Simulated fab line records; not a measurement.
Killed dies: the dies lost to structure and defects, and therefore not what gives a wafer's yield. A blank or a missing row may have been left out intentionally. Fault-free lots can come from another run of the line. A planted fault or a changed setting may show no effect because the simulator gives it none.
The tool behind it: which one? ; flow sky130 ; Sampling: 11 lots, 33 wafers, 5 of 708 route steps

WHAT THE GAUGES SHOWED, per wafer
SKY_CAPM_THK_MEAS_04: measures by xrf. Usual: for CAPM_TIN_THK the level is 195.9 nm and the standard deviation is 2.1.
lot;measured;on;CAPM_TIN_THK (nm);flag
L842;day 36 00:43;film-metro-01;199.8 200.5 198.9;
L844;day 36 17:00;film-metro-01;197.6 198.2 197.1;
L846;day 37 07:01;film-metro-01;196.7 197.8 196.7;
L848;day 39 02:12;film-metro-01;196.0 195.4 195.0;
L854;day 40 00:07;film-metro-02;194.2 195.5 194.0;
L853;day 40 06:37;film-metro-01;196.8 197.3 195.9;
L855;day 40 07:17;film-metro-01;198.6 196.0 197.6;
L857;day 41 19:34;film-metro-03;194.9 194.6 194.0;
L860;day 42 10:11;film-metro-02;197.2 195.9 194.9;
L862;day 42 21:34;film-metro-01;196.6 195.7 195.2;
L865;day 44 01:45;film-metro-01;193.5 192.2 195.5;

SKY_VIA3_THK_MEAS_01. Usual: for VIA3_HDPCVD_THK the level is 1642 nm and the standard deviation is 16.
lot;measured;on;VIA3_HDPCVD_THK (nm);flag
L842;day 38 05:34;film-metro-02;1689 1659 1667;
L844;day 38 21:39;film-metro-02;1644 1630 1647;
L846;day 39 10:23;film-metro-03;1637 1646 1647;
L848;day 41 05:19;film-metro-02;1639 1652 1648;
L854;day 42 02:01;film-metro-03;2786 2804 2819;OFF
L853;day 42 07:50;film-metro-04;2799 2805 2780;OFF
L855;day 42 08:38;film-metro-04;1659 1670 1650;
L857;day 43 15:59;film-metro-02;1641 1649 1636;
L860;day 44 08:04;film-metro-03;1645 1646 1654;
L862;day 44 18:58;film-metro-04;1644 1640 1635;
L865;day 45 21:50;film-metro-04;1633 1636 1661;

WHICH TOOL RAN EACH LOT (tool, then ch and the chambers of the sampled wafers, then the start)
lot;SKY_METAL3_ETCH_16;SKY_METAL3_STRIP_19;SKY_VIA3_HDPCVD_00
L842;rie-metal-03 ch 0,1, day 38 04:29;plasma-asher-03 ch 0,1, day 38 04:47;hdpcvd-02 ch 0,1, day 38 05:23
L844;rie-metal-04 ch 0,1, day 38 20:34;plasma-asher-03 ch 0,1, day 38 20:53;hdpcvd-01 ch 0,2, day 38 21:29
L846;rie-metal-03 ch 0,1, day 39 09:20;plasma-asher-01 ch 0,1, day 39 09:38;hdpcvd-02 ch 0,1,2, day 39 10:13
L848;rie-metal-04 ch 0,1, day 41 03:46;plasma-asher-04 ch 0,1, day 41 04:04;hdpcvd-01 ch 0,1, day 41 05:08
L854;rie-metal-03 ch 0,1, day 42 00:57;plasma-asher-01 ch 0,1, day 42 01:14;hdpcvd-02 ch 1,2, day 42 01:50
L853;rie-metal-02 ch 0,1, day 42 06:45;plasma-asher-03 ch 0,1, day 42 07:02;hdpcvd-02 ch 0,1,2, day 42 07:41
L855;rie-metal-03 ch 0,1, day 42 07:33;plasma-asher-03 ch 0,1, day 42 07:50;hdpcvd-01 ch 0,2, day 42 08:28
L857;rie-metal-03 ch 0,1, day 43 14:55;plasma-asher-03 ch 0,1, day 43 15:13;hdpcvd-01 ch 1,2, day 43 15:49
L860;rie-metal-04 ch 0,1, day 44 07:01;plasma-asher-04 ch 0,1, day 44 07:19;hdpcvd-01 ch 1,2, day 44 07:52
L862;rie-metal-04 ch 0, day 44 17:55;plasma-asher-01 ch 0,1, day 44 18:13;hdpcvd-01 ch 0,1, day 44 18:48
L865;rie-metal-04 ch 0,1, day 45 20:47;plasma-asher-04 ch 0,1, day 45 21:05;hdpcvd-01 ch 0,1,2, day 45 21:40
- SKY_METAL3_ETCH_16: etches BARC in N2/H2, stops on SiO2, time 88.2 s, target depth 60 nm.
- SKY_METAL3_STRIP_19: strips in O2/N2.
- SKY_VIA3_HDPCVD_00: deposits SiO2, target thk 1635 nm, time 272.5 s.

WHAT THE TOOLS THEMSELVES READ (means of the sampled wafers that have a number; where no wafer has one, the mark that the record gives instead)
SKY_METAL3_ETCH_16. Usual: chamber-pressure-mTorr 30.002 mTorr, standard deviation 0.026; drypump-motor-current-A 5.6 A, standard deviation 0.51; he-backside-leak-sccm 3.36 sccm, standard deviation 0.21; oes-product-au 0.626 a.u., standard deviation 0.0043; rf-fwd-power-W 497.2 W, standard deviation 1.6; throttle-valve-pct 13.205 %, standard deviation 0.0089.
lot;tool;chamber-pressure-mTorr (mTorr);drypump-motor-current-A (A);he-backside-leak-sccm (sccm);oes-product-au (a.u.);rf-fwd-power-W (W);throttle-valve-pct (%);flag
L842;rie-metal-03;29.998;6.0;3.32;0.629;497.9;13.212;
L844;rie-metal-04;29.985;5.9;3.42;0.627;496.1;13.197;
L846;rie-metal-03;30.033;5.7;3.27;0.629;496.7;13.209;
L848;rie-metal-04;29.999;5.8;3.41;0.632;497.1;13.204;
L854;rie-metal-03;29.992;6.0;3.31;0.626;497.0;13.204;
L853;rie-metal-02;29.983;5.0;3.31;0.625;497.1;13.207;
L855;rie-metal-03;29.982;6.0;3.28;0.620;499.2;13.214;
L857;rie-metal-03;29.998;6.0;3.33;0.625;498.2;13.207;
L860;rie-metal-04;30.010;5.9;3.56;0.624;496.3;13.199;
L862;rie-metal-04;30.003;5.7;3.25;0.626;495.2;13.206;
L865;rie-metal-04;30.006;5.8;3.33;0.629;494.4;13.202;

SKY_METAL3_STRIP_19. Usual: chamber-pressure-mTorr 1500.1 mTorr, standard deviation 1.5; drypump-motor-current-A 5.66 A, standard deviation 0.2; oes-product-au 0.501 a.u., standard deviation 0.0051; strip-time-to-endpoint-s 6.51 s, standard deviation 0.066.
lot;tool;chamber-pressure-mTorr (mTorr);drypump-motor-current-A (A);oes-product-au (a.u.);strip-time-to-endpoint-s (s);flag
L842;plasma-asher-03;1498.9;5.45;0.498;6.56;
L844;plasma-asher-03;1500.1;5.43;0.502;6.56;
L846;plasma-asher-01;1499.9;5.77;0.499;6.43;
L848;plasma-asher-04;1499.9;5.82;0.496;6.48;
L854;plasma-asher-01;1498.3;5.75;0.502;6.56;
L853;plasma-asher-03;1499.5;5.42;0.501;6.56;
L855;plasma-asher-03;1501.7;5.42;0.506;6.61;
L857;plasma-asher-03;1501.1;5.45;0.499;6.48;
L860;plasma-asher-04;1502.3;5.82;0.499;6.49;
L862;plasma-asher-01;1500.3;5.74;0.496;6.42;
L865;plasma-asher-04;1501.1;5.82;0.500;6.50;

THE ANSWER, worked out from the rows above alone
Rule: a lot counts as off when the mean over its wafers that have a number is more than 3 standard deviations away from the usual mean. A lot without any number at a reading at which 4 lots or more have one is off too. Where the step has rows for the other lots, those lots are counted as sound. After the gauges, taken in route order, come the tools' own readings; for these a lot's mean is taken, as printed above. The first step at which some lot is off is used, and at that step the reading that is off furthest; a lot without a number counts as furthest.
Off: L854, L853, seen at SKY_VIA3_THK_MEAS_01 (VIA3_HDPCVD_THK).
If a tool, at a process step before that reading, ran all the lots that are off and no sound lot after the first of them, it fits. Gauges at SKY_VIA3_THK_MEAS_01: tried the same way as those tools. One fits: SKY_VIA3_HDPCVD_00 on hdpcvd-02. A fault onset in the window from L846 (day 39 10:13, its last sound lot) to L854 (day 42 01:50, its first lot off) fits.

WHAT HAD BEEN PUT IN BY THE SIMULATOR
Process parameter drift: hdpcvd-02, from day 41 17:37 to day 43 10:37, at SKY_VIA3_HDPCVD_00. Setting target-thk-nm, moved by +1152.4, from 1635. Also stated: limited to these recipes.
Lots struck among those shown: L854, L853. The rule above reached the same finding.
